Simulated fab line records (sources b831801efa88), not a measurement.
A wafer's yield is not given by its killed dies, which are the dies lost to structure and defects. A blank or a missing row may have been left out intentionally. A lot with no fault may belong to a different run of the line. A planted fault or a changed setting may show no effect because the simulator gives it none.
Matching of chambers ; flow gf180mcu ; GF_V4_CMP_04 on cmp-02 has 4 sister chambers
The step polishes SiO2. 8 wafers are shown with their chamber, then 12 later ones without.

== EACH WAFER AND ITS CHAMBER ==
wafer;chamber;motor_current_A (A);time_to_endpoint_s (s)
L088.3;0;11.6;73
L089.1;0;11.6;77
L089.2;1;10.7;81
L092.5;2;13.6;82
L092.6;3;14.0;78
L093.1;1;11.0;79
L093.5;2;13.0;81
L093.6;3;14.6;80

== WAFERS MISSING THEIR CHAMBER ==
wafer;motor_current_A (A);time_to_endpoint_s (s)
L094.1;13.2;82
L094.3;11.8;76
L094.4;11.1;86
L095.1;12.1;87
L095.3;11.3;79
L095.5;14.2;86
L096.1;11.4;82
L096.2;13.1;77
L096.4;11.8;80
L097.3;12.6;77
L097.5;12.4;75
L097.6;11.1;81

== THE CHAMBER EACH PASSED THROUGH ==
wafer;from the rows above;in truth
L094.1;2;2
L094.3;0;0
L094.4;1;1
L095.1;can't be placed: 2 or 1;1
L095.3;can't be placed: 1 or 0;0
L095.5;can't be placed: 2 or 3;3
L096.1;can't be placed: 1 or 0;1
L096.2;can't be placed: 2 or 3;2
L096.4;can't be placed: 0 or 1 or 2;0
L097.3;can't be placed: 0 or 2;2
L097.5;0;0
L097.6;1;1
Placed correctly: 5 of 12. Unplaceable from these rows: 7, with the true chamber sitting among the candidates in 7. Wrongly placed: 0.
How it was worked out, from the rows above alone: a wafer's distance from a chamber is the root of the sum, over the readings, of the square of ((its reading less the chamber's mean) divided by the reading's scatter). The wafer belongs to the nearest chamber; if the next one is less than 2 further off, it can't be placed. A chamber's mean is the mean of its shown wafers. The scatter is the square root of a quotient: the sum, over the shown wafers, of each reading's squared deviation from its chamber's mean, divided by wafers minus chambers.
